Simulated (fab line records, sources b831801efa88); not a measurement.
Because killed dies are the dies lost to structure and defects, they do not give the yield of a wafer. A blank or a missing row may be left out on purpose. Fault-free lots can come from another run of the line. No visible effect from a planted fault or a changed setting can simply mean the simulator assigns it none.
fab line records	flow sky130
record: lots: 12	wafers: 36	last_day: 50
route steps=708 shown SONOS_ONO@173 GATE_OXIDE@197 POLY_GATE@230 PAD_OPEN@708
lots that met no fault: from a run of the same line without faults
start_h: start of the lot's first displayed wafer, in hours after the record's first day	wait_h: time in hours since the lot's previous step	" same as the row above	L1.1+2: several wafers, shown together as one row	- no value present, or no start provided	* or withheld: withheld	< > ~ a bound
route shown NAME@n: NAME is a module with steps in the file, n the number in the route of the first one	usual: mean and standard deviation over wafers with no fault	same: alike in all rows	chamber/n: place in a boat	sites: per-site readings	_std_site: standard deviation across them	_edge_site: inner sites' mean taken away from outer sites' mean	radius_mm: for every site, how far away it sits from the centre of the wafer	mask NAME#n: copy n	behind: the last tool/chamber to shape the wafer	hold: why the lot was held/for how many hours/how that ended	device: whichever transistor did not switch (one of n, p or np)	end of line: the tests these same wafers got at the end of their route	where a step has no rows: the recipe by itself	killed: dies that structure and defects cost at the first sort, which is not the same as the wafer's yield	map: the dies of a wafer, with x for killed, . for not killed, _ for no die there
set.NAME: setting as actually run; set.NAME@STEP: the setting as run at that earlier step	model.NAME: the simulator's own value behind a step, which no gauge read
route steps across a sampled set of lots; one table per step, one row per wafer
services: when a tool's chamber went out of use (start_h, in hours from the record's first day, below 0 if earlier), for how many hours, and the reason
== steps ==
step: SKY_SONOS_ONO_THK_MEAS_05
recipe: reads: SiO2_of_SONOS_ONO_CVD_04
usual: SONOS_ONO_CVD_04_THK: 5.74/0.094
lot.wafer	tool	chamber	start_h	wait_h	SONOS_ONO_CVD_04_THK[nm]
L834.1	film_metro-02	-	246.98	0.0	5.70
L834.2	"	-	"	"	5.78
L834.6	"	-	"	"	5.74
L836.1	film_metro-01	-	273.55	0.0	5.73
L836.2	"	-	"	"	5.66
L836.5	"	-	"	"	5.70
L839.3	film_metro-02	-	298.81	0.0	5.80
L839.4	"	-	"	"	5.78
L839.6	"	-	"	"	5.72
L840.3	film_metro-03	-	298.81	0.0	5.73
L840.4	"	-	"	"	5.52
L840.6	"	-	"	"	5.75
L841.3	film_metro-02	-	307.83	0.0	5.65
L841.5	"	-	"	"	5.74
L841.6	"	-	"	"	5.72
L842.1	film_metro-01	-	318.22	0.0	5.59
L842.3	"	-	"	"	5.65
L842.4	"	-	"	"	5.69
L843.2	film_metro-02	-	332.94	0.0	5.79
L843.4	"	-	"	"	5.81
L843.5	"	-	"	"	5.80
L844.4	film_metro-03	-	337.58	0.0	5.90
L844.5	"	-	"	"	5.81
L844.6	"	-	"	"	5.85
L852.4	film_metro-02	-	393.07	0.0	5.74
L852.5	"	-	"	"	5.78
L852.6	"	-	"	"	5.73
L854.2	film_metro-03	-	413.45	0.0	5.86
L854.3	"	-	"	"	5.94
L854.5	"	-	"	"	5.91
L855.4	film_metro-01	-	416.55	0.0	5.80
L855.5	"	-	"	"	5.82
L855.6	"	-	"	"	5.82
L856.2	film_metro-03	-	432.44	0.0	5.82
L856.4	"	-	"	"	5.66
L856.6	"	-	"	"	5.93
step: SKY_GATE_OXIDE_OVL_MEAS_10
usual: GATE_OXIDE_OVL: 0.4/1.3
lot.wafer	tool	chamber	start_h	wait_h	GATE_OXIDE_OVL[nm]
L834.1	overlay-02	-	299.32	0.1	0.2
L834.2	"	-	"	"	-1.7
L834.6	"	-	"	"	-1.3
L836.1	overlay-01	-	330.03	0.1	0.0
L836.2	"	-	"	"	0.2
L836.5	"	-	"	"	0.2
L840.3	overlay-02	-	351.59	0.1	2.3
L840.4	"	-	"	"	2.1
L840.6	"	-	"	"	4.0
L839.3	overlay-01	-	353.19	0.1	0.3
L839.4	"	-	"	"	1.3
L839.6	"	-	"	"	1.8
L841.3	overlay-01	-	362.68	0.1	1.0
L841.5	"	-	"	"	-0.8
L841.6	"	-	"	"	-0.6
L842.1	overlay-01	-	374.63	0.1	-0.5
L842.3	"	-	"	"	0.3
L842.4	"	-	"	"	0.2
L843.2	overlay-02	-	391.38	0.1	0.7
L843.4	"	-	"	"	1.0
L843.5	"	-	"	"	-0.1
L844.4	overlay-02	-	397.60	0.1	1.5
L844.5	"	-	"	"	1.7
L844.6	"	-	"	"	2.1
L852.4	overlay-02	-	456.00	0.1	1.0
L852.5	"	-	"	"	0.4
L852.6	"	-	"	"	0.2
L854.2	overlay-01	-	476.43	0.1	0.6
L854.3	"	-	"	"	1.3
L854.5	"	-	"	"	0.9
L855.4	overlay-01	-	479.39	0.1	-1.0
L855.5	"	-	"	"	-1.8
L855.6	"	-	"	"	0.9
L856.2	overlay-02	-	495.38	0.1	0.4
L856.4	"	-	"	"	-0.6
L856.6	"	-	"	"	0.2
step: SKY_POLY_GATE_ETCH_16
recipe: stop_on: poly-Si	chemistry: CH3F/O2	target: Si3N4	source_w: 400	bias_w: 80	pressure_mtorr: 25	ch3f_flow_sccm: 40	O2_flow_sccm: 30	time_s: 147.5	target_depth_a: 750
usual: bias_w: 80.00/0.27	drypump_motor_current_A: 5.6/0.47	oes_product_au: 0.641/0.0055	throttle_valve_pct: 10.535/0.0088
lot.wafer	tool	chamber	start_h	wait_h	bias_w	drypump_motor_current_A	oes_product_au	rf_hours_counter_h	throttle_valve_pct
L834.1	rie_diel-04	3	365.46	0.0	79.79	5.3	0.642	42	10.524
L834.2	"	1	"	"	79.99	5.8	0.636	12	10.548
L834.6	"	0	"	"	80.24	5.1	0.647	-	10.538
L836.1	rie_diel-02	3	391.51	0.0	79.76	5.3	0.652	3	10.533
L836.2	"	0	"	"	79.66	5.6	0.647	7	10.543
L836.5	"	2	"	"	79.93	6.0	0.645	-	10.555
L840.3	rie_diel-01	3	416.17	0.0	80.16	5.5	0.634	73	10.534
L840.4	"	2	"	"	80.51	6.8	0.632	5	10.547
L840.6	"	0	"	"	80.26	5.5	0.635	-	10.545
L839.3	rie_diel-02	0	418.16	0.0	79.95	5.6	0.636	8	10.545
L839.4	"	0	"	"	80.01	5.6	0.643	-	10.533
L839.6	"	3	"	"	79.56	5.3	0.638	-	10.546
L841.3	rie_diel-01	2	428.37	0.0	79.88	6.8	0.649	5	10.537
L841.5	"	3	"	"	79.73	5.5	0.646	-	10.511
L841.6	"	0	"	"	80.16	5.5	0.643	-	10.534
L842.1	rie_diel-01	1	444.81	0.0	80.20	5.3	0.643	3	10.540
L842.3	"	3	"	"	79.66	5.5	0.636	73	10.546
L842.4	"	2	"	"	80.37	6.7	0.649	5	10.540
L843.2	rie_diel-01	3	458.11	0.0	100.16	5.5	0.639	73	10.543
L843.4	"	2	"	"	100.36	6.8	0.643	-	10.538
L843.5	"	3	"	"	100.16	5.5	0.634	-	10.524
L844.4	rie_diel-01	2	464.76	0.0	100.82	6.7	0.640	-	10.519
L844.5	"	0	"	"	100.10	5.4	0.635	-	10.515
L844.6	"	3	"	"	99.95	5.5	0.632	-	10.536
L852.4	rie_diel-01	0	522.23	0.0	80.36	5.5	0.651	80	10.527
L852.5	"	0	"	"	80.38	5.5	0.638	-	10.538
L852.6	"	3	"	"	80.00	5.5	0.645	-	10.530
L854.2	rie_diel-02	1	542.46	0.0	80.04	5.7	0.647	52	10.549
L854.3	"	0	"	"	80.12	5.6	0.634	10	10.532
L854.5	"	2	"	"	80.10	6.0	0.640	-	10.534
L855.4	rie_diel-01	0	546.16	0.0	79.98	5.5	0.630	81	10.529
L855.5	"	1	"	"	80.05	5.3	0.629	-	10.528
L855.6	"	2	"	"	79.78	6.7	0.638	-	10.534
L856.2	rie_diel-01	0	560.57	0.0	80.07	5.5	0.651	81	10.527
L856.4	"	2	"	"	79.86	6.7	0.642	7	10.537
L856.6	"	0	"	"	79.80	5.4	0.633	-	10.540
step: SKY_POLY_GATE_STRIP_18
recipe: chemistry: O2/N2	power_w: 1400	pressure_mtorr: 1500	platen_temp_c: withheld	o2_flow_sccm: 3000	n2_flow_sccm: 300	overash_fraction: 0.5
usual: drypump_motor_current_A: 5.8/0.31	oes_product_au: 0.360/0.0052	strip_time_to_endpoint_s: 3.161/0.028
lot.wafer	tool	chamber	start_h	wait_h	drypump_motor_current_A	oes_product_au	rf_hours_counter_h	strip_time_to_endpoint_s
L834.1	plasma_asher-01	1	365.61	0.0	5.9	0.352	63	3.181
L834.2	"	0	"	"	5.8	0.352	63	3.188
L834.6	"	1	"	"	5.9	0.356	-	3.150
L836.1	plasma_asher-04	1	391.66	0.0	6.0	0.362	70	3.126
L836.2	"	0	"	"	5.8	0.361	70	3.142
L836.5	"	1	"	"	6.0	0.362	-	3.093
L840.3	plasma_asher-04	0	416.35	0.1	5.8	0.368	-	3.144
L840.4	"	1	"	"	6.0	0.364	-	3.081
L840.6	"	1	"	"	6.0	0.358	-	3.153
L839.3	plasma_asher-04	1	418.35	0.1	6.0	0.350	-	3.160
L839.4	"	0	"	"	5.8	0.349	-	3.152
L839.6	"	0	"	"	5.8	0.369	-	3.167
L841.3	plasma_asher-01	1	428.55	0.1	5.9	0.356	-	3.081
L841.5	"	1	"	"	5.9	0.361	-	3.130
L841.6	"	0	"	"	5.9	0.356	-	3.123
L842.1	plasma_asher-03	0	444.96	0.0	4.9	0.356	65	3.162
L842.3	"	1	"	"	5.8	0.354	-	3.148
L842.4	"	0	"	"	4.9	0.362	-	3.158
L843.2	plasma_asher-04	0	458.26	0.0	5.8	0.362	2	3.088
L843.4	"	0	"	"	5.8	0.363	-	3.053
L843.5	"	0	"	"	5.8	0.358	-	3.082
L844.4	plasma_asher-01	0	464.90	0.1	5.8	0.348	-	3.049
L844.5	"	1	"	"	5.9	0.352	-	3.055
L844.6	"	0	"	"	5.9	0.354	-	3.027
L852.4	plasma_asher-01	0	522.42	0.1	5.8	0.361	-	3.178
L852.5	"	0	"	"	5.8	0.366	-	3.194
L852.6	"	1	"	"	5.9	0.360	-	3.142
L854.2	plasma_asher-01	1	542.61	0.0	5.9	0.356	81	3.163
L854.3	"	1	"	"	5.9	0.358	-	3.158
L854.5	"	0	"	"	5.8	0.366	-	3.174
L855.4	plasma_asher-04	1	546.35	0.1	6.0	0.360	-	3.202
L855.5	"	0	"	"	5.8	0.352	-	3.177
L855.6	"	1	"	"	6.0	0.366	-	3.141
L856.2	plasma_asher-01	1	560.72	0.0	5.9	0.360	83	3.184
L856.4	"	0	"	"	5.8	0.363	-	3.146
L856.6	"	1	"	"	5.9	0.354	-	3.181
step: SKY_POLY_GATE_CD_MEAS_22
usual: cd_nm: 150.5/1.8
lot.wafer	tool	chamber	start_h	wait_h	cd_nm
L834.1	cd_sem-01	-	367.48	0.1	150.5
L834.2	"	-	"	"	151.7
L834.6	"	-	"	"	150.9
L836.1	cd_sem-02	-	393.45	0.1	149.8
L836.2	"	-	"	"	149.3
L836.5	"	-	"	"	150.7
L840.3	cd_sem-01	-	418.62	0.1	152.5
L840.4	"	-	"	"	153.3
L840.6	"	-	"	"	153.8
L839.3	cd_sem-02	-	421.26	0.1	152.0
L839.4	"	-	"	"	152.5
L839.6	"	-	"	"	151.4
L841.3	cd_sem-02	-	430.62	0.1	151.8
L841.5	"	-	"	"	151.1
L841.6	"	-	"	"	151.6
L842.1	cd_sem-01	-	447.15	0.1	152.5
L842.3	"	-	"	"	155.4
L842.4	"	-	"	"	152.1
L843.2	cd_sem-02	-	459.75	0.1	150.2
L843.4	"	-	"	"	148.3
L843.5	"	-	"	"	150.2
L844.4	cd_sem-02	-	467.55	0.1	150.8
L844.5	"	-	"	"	150.2
L844.6	"	-	"	"	150.8
L852.4	cd_sem-02	-	523.93	0.1	146.4
L852.5	"	-	"	"	148.9
L852.6	"	-	"	"	145.6
L854.2	cd_sem-01	-	544.10	0.1	150.4
L854.3	"	-	"	"	149.8
L854.5	"	-	"	"	147.8
L855.4	cd_sem-02	-	548.99	0.1	151.5
L855.5	"	-	"	"	152.0
L855.6	"	-	"	"	153.5
L856.2	cd_sem-02	-	562.21	0.1	151.7
L856.4	"	-	"	"	152.0
L856.6	"	-	"	"	151.2
step: SKY_PAD_OPEN_PROBE_99
usual: killed_at_M0_to_M3: 44/7.7	killed_at_M4_up: 3.2/1.7	killed_at_contacts: 24/5.3	killed_at_front_end: 15/4.3	killed_at_other: 0.3/0.57	killed_dies: 87/11	killed_open: 47/7.4	killed_short: 40/6.5
same: gross_dies: 492	killed_at_back_side: 0
lot.wafer	tool	chamber	start_h	wait_h	killed_at_M0_to_M3	killed_at_M4_up	killed_at_contacts	killed_at_front_end	killed_at_other	killed_dies	killed_open	killed_short
L834.1	prober-02	-	1068.65	0.1	51	2	27	5	1	86	48	38
L834.2	prober-02	-	1068.70	0.1	41	4	33	11	0	89	52	37
L834.6	prober-02	-	1068.90	0.2	51	5	22	11	0	89	48	41
L842.1	prober-02	-	1123.20	0.1	45	2	18	10	0	75	46	29
L842.3	prober-02	-	1123.30	0.2	44	3	22	11	0	80	50	30
L842.4	prober-02	-	1123.35	0.2	37	3	29	17	0	86	45	41
L843.2	prober-01	-	1133.65	0.1	38	4	17	17	0	76	41	35
L843.4	prober-01	-	1133.75	0.2	50	6	23	20	0	99	53	46
L843.5	prober-01	-	1133.80	0.2	43	2	24	9	0	78	48	29
L844.4	prober-02	-	1138.97	0.2	42	3	29	14	0	88	47	41
L844.5	prober-02	-	1139.02	0.2	67	3	27	11	2	110	56	52
L844.6	prober-02	-	1139.07	0.2	40	5	20	8	0	73	36	37
L854.2	prober-02	-	1187.59	0.1	38	3	16	21	0	78	33	45
L854.3	prober-02	-	1187.64	0.2	49	0	16	21	0	86	40	46
L854.5	prober-02	-	1187.74	0.2	36	3	31	15	0	85	49	36
L855.4	prober-01	-	1188.12	0.2	62	1	18	11	0	92	55	35
L855.5	prober-01	-	1188.17	0.2	41	1	30	13	0	85	44	40
L855.6	prober-01	-	1188.22	0.2	47	2	27	9	1	86	44	42
killed by level:class
L834.1 VIA1:geometric_particle:open=12 CONTACT:geometric_particle:open=9 LI_CONTACT:geometric_particle:open=7 VIA1:geometric_particle:short=7 METAL2:geometric_particle:short=7 VIA2:geometric_particle:short=6 LOCAL_INTERCONNECT:geometric_particle:short=5 VIA2:geometric_particle:open=5
L834.2 CONTACT:geometric_particle:open=15 VIA1:geometric_particle:open=9 LI_CONTACT:geometric_particle:open=7 METAL1:geometric_particle:short=6 VIA2:geometric_particle:open=6 LOCAL_INTERCONNECT:geometric_particle:short=5 VIA1:geometric_particle:short=5 FIELD_ISO:geometric_particle:short=4
L834.6 VIA1:geometric_particle:open=12 CONTACT:geometric_particle:open=8 LI_CONTACT:geometric_particle:open=7 METAL1:geometric_particle:short=7 VIA1:geometric_particle:short=7 VIA2:geometric_particle:short=5 VIA2:geometric_particle:open=5 VIA3:geometric_particle:open=5
L842.1 VIA1:geometric_particle:open=17 CONTACT:geometric_particle:open=7 VIA1:geometric_particle:short=6 LI_CONTACT:geometric_particle:open=5 VIA2:geometric_particle:open=5 CONTACT:geometric_particle:short=4 METAL2:geometric_particle:short=4 FIELD_ISO:geometric_particle:short=3
L842.3 VIA1:geometric_particle:open=16 CONTACT:geometric_particle:open=10 VIA2:geometric_particle:open=8 VIA3:geometric_particle:open=5 VIA1:geometric_particle:short=5 LI_CONTACT:geometric_particle:open=4 CONTACT:geometric_particle:short=4 METAL2:geometric_particle:short=4
L842.4 CONTACT:geometric_particle:open=11 VIA1:geometric_particle:open=11 LI_CONTACT:geometric_particle:open=8 METAL2:geometric_particle:short=8 POLY_GATE:geometric_particle:short=5 FIELD_ISO:geometric_particle:short=4 LI_CONTACT:geometric_particle:short=4 CONTACT:geometric_particle:short=4
L843.2 VIA1:geometric_particle:open=8 VIA3:geometric_particle:open=8 LI_CONTACT:geometric_particle:open=7 CONTACT:geometric_particle:open=6 POLY_GATE:geometric_particle:short=5 FIELD_ISO:geometric_particle:short=4 VIA1:geometric_particle:short=4 VIA2:geometric_particle:open=4
L843.4 VIA1:geometric_particle:open=13 CONTACT:geometric_particle:short=8 METAL2:geometric_particle:short=8 VIA2:geometric_particle:open=8 CONTACT:geometric_particle:open=6 VIA3:geometric_particle:open=6 POLY_GATE:geometric_particle:open=5 LI_CONTACT:geometric_particle:open=5
L843.5 VIA1:geometric_particle:open=13 CONTACT:geometric_particle:open=9 VIA3:geometric_particle:open=8 LI_CONTACT:geometric_particle:open=8 VIA3:geometric_particle:short=4 CONTACT:geometric_particle:short=4 LI_CONTACT:geometric_particle:short=3 METAL1:geometric_particle:short=3
L844.4 VIA1:geometric_particle:open=14 CONTACT:geometric_particle:open=12 VIA2:geometric_particle:open=7 METAL1:geometric_particle:short=6 POLY_GATE:geometric_particle:short=5 LOCAL_INTERCONNECT:geometric_particle:short=5 LI_CONTACT:geometric_particle:open=4 LI_CONTACT:geometric_particle:short=4
L844.5 VIA1:geometric_particle:open=17 VIA1:geometric_particle:short=10 CONTACT:geometric_particle:open=9 METAL1:geometric_particle:short=9 LI_CONTACT:geometric_particle:open=7 VIA3:geometric_particle:open=6 METAL3:geometric_particle:short=5 METAL2:geometric_particle:short=5
L844.6 METAL1:geometric_particle:short=8 VIA1:geometric_particle:open=8 VIA2:geometric_particle:open=7 CONTACT:geometric_particle:open=6 METAL2:geometric_particle:short=5 CONTACT:geometric_particle:short=5 VIA1:geometric_particle:short=5 LOCAL_INTERCONNECT:geometric_particle:short=4
L854.2 METAL1:geometric_particle:short=9 FIELD_ISO:geometric_particle:short=8 VIA1:geometric_particle:open=7 VIA3:geometric_particle:open=7 FIELD_ISO:geometric_particle:open=5 POLY_GATE:geometric_particle:short=5 LOCAL_INTERCONNECT:geometric_particle:short=5 METAL2:geometric_particle:short=5
L854.3 VIA1:geometric_particle:open=15 METAL2:geometric_particle:short=10 FIELD_ISO:geometric_particle:short=8 CONTACT:geometric_particle:open=7 VIA2:geometric_particle:short=6 POLY_GATE:geometric_particle:short=4 VIA2:geometric_particle:open=4 VIA3:geometric_particle:short=4
L854.5 VIA1:geometric_particle:open=9 VIA3:geometric_particle:open=8 FIELD_ISO:geometric_particle:open=7 LOCAL_INTERCONNECT:geometric_particle:short=7 CONTACT:geometric_particle:open=7 LI_CONTACT:geometric_particle:open=6 LI_CONTACT:geometric_particle:short=5 CONTACT:geometric_particle:short=4
L855.4 VIA1:geometric_particle:open=13 CONTACT:geometric_particle:open=11 METAL1:geometric_particle:short=11 VIA2:geometric_particle:open=9 VIA1:geometric_particle:short=6 VIA2:geometric_particle:short=5 CONTACT:geometric_particle:short=4 METAL2:geometric_particle:open=4
L855.5 CONTACT:geometric_particle:open=10 LI_CONTACT:geometric_particle:open=8 CONTACT:geometric_particle:short=7 VIA1:geometric_particle:open=6 VIA1:geometric_particle:short=6 VIA2:geometric_particle:short=5 VIA2:geometric_particle:open=5 VIA3:geometric_particle:open=5
L855.6 VIA1:geometric_particle:open=15 LI_CONTACT:geometric_particle:open=9 METAL1:geometric_particle:short=8 CONTACT:geometric_particle:open=7 POLY_GATE:geometric_particle:short=5 VIA2:geometric_particle:short=5 LOCAL_INTERCONNECT:geometric_particle:short=4 METAL2:geometric_particle:short=4
== services ==
tool	chamber	start_h	hours	kind
rie_diel-02	2	377.32	1.4	repair
rie_diel-02	3	393.61	3.7	repair
rie_diel-01	3	393.98	3.1	repair
rie_diel-02	2	398.00	-	clean
rie_diel-02	2	398.00	26.1	scheduled_down
rie_diel-02	2	398.00	26.1	vent_cycle
rie_diel-01	3	412.64	2.4	repair
plasma_asher-03	-	418.12	2.8	pm
plasma_asher-04	-	421.25	9.0	pm
plasma_asher-04	0	421.25	9.0	vent_cycle
plasma_asher-04	1	421.25	9.0	vent_cycle
plasma_asher-04	0	430.25	-	clean
plasma_asher-04	1	430.25	-	clean
plasma_asher-01	-	445.00	2.0	repair
rie_diel-01	1	458.08	7.6	repair
rie_diel-01	-	466.31	31.5	repair
plasma_asher-03	-	494.48	44.3	pm
rie_diel-04	3	496.25	3.6	repair
rie_diel-04	1	513.51	2.3	repair
rie_diel-04	2	515.70	14.8	repair
rie_diel-01	3	526.91	4.8	repair
== key ==
first_sign: step: SKY_POLY_GATE_ETCH_16	reading: bias_w	direction: up	sigmas: 75	usual: 80.00	struck: 100.26
effect: step: SKY_POLY_GATE_STRIP_18	reading: strip_time_to_endpoint_s	direction: down	sigmas: 3.7	usual: *	struck: *
met_at SKY_POLY_GATE_ETCH_16
struck_lots L843,L844
tester_left_out L843,L844
not_acting_at SKY_SONOS_ONO_THK_MEAS_05,SKY_GATE_OXIDE_OVL_MEAS_10,SKY_POLY_GATE_CD_MEAS_22
onset_between 444.81 458.11
fault: kind: process_parameter_drift	tool: rie_diel-01	chamber: -	onset_h: 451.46	steps: SKY_POLY_GATE_ETCH_16	channel: bias_w	offset: 20.278	shape: step	end_h: 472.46	acts_in: these_recipes_only	stated: 80
tester_left_out: of these lots the tester's yield and bins aren't shown, on N5 and GAA mostly nor the transistor test; their killed dies are dies lost to structure and defects alone, not to doping, threshold or leakage, so they don't give the yield
